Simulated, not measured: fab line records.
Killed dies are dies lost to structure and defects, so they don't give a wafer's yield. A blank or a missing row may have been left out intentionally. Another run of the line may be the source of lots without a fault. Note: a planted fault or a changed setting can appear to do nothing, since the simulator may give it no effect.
Matching of chambers + flow sky130 + cmp-02 running SKY_CONTACT_CMP_27: 4 sister chambers
The step polishes, stops on SiO2, t overpolish 15 s, target thk 0 nm. 4 wafers are shown with their chamber, then 7 later ones without.

== WAFERS, EACH WITH ITS CHAMBER ==
| wafer  | chamber | motor_current_A (A) |
|--------|---------|---------------------|
| L253.1 | 3       | 11.0                |
| L253.6 | 2       | 12.4                |
| L254.3 | 0       | 10.6                |
| L254.4 | 1       | 8.8                 |

== WAFERS WITHOUT THEIR CHAMBER ==
| wafer  | motor_current_A (A) |
|--------|---------------------|
| L254.5 | 10.4                |
| L258.3 | 11.0                |
| L258.4 | 8.4                 |
| L258.5 | 12.1                |
| L259.3 | 11.6                |
| L259.5 | 8.7                 |
| L259.6 | 11.2                |

== THE CHAMBER EACH PASSED THROUGH ==
| wafer  | from the rows above          | in truth |
|--------|------------------------------|----------|
| L254.5 | can't be placed: 0 or 3      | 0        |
| L258.3 | can't be placed: 3 or 0      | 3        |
| L258.4 | 1                            | 1        |
| L258.5 | 2                            | 2        |
| L259.3 | can't be placed: 3 or 2 or 0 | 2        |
| L259.5 | 1                            | 1        |
| L259.6 | can't be placed: 3 or 0      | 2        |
Correct placement for 3 of the 7. These rows do not allow placing 4 (true chamber among the candidates in 3). Wrongly placed: 0.
How it was worked out, from the rows above alone: a wafer's distance from a chamber is the root of the sum, over the readings, of the square of ((its reading less the chamber's mean) divided by the reading's scatter). The wafer belongs to the nearest chamber; if the next one is less than 2 further off, it can't be placed. The mean given for a chamber averages the wafers shown for that chamber. The scatter (one wafer shown for each chamber): square how far every hidden wafer sits from the nearest shown wafer, average those squares and take the square root.
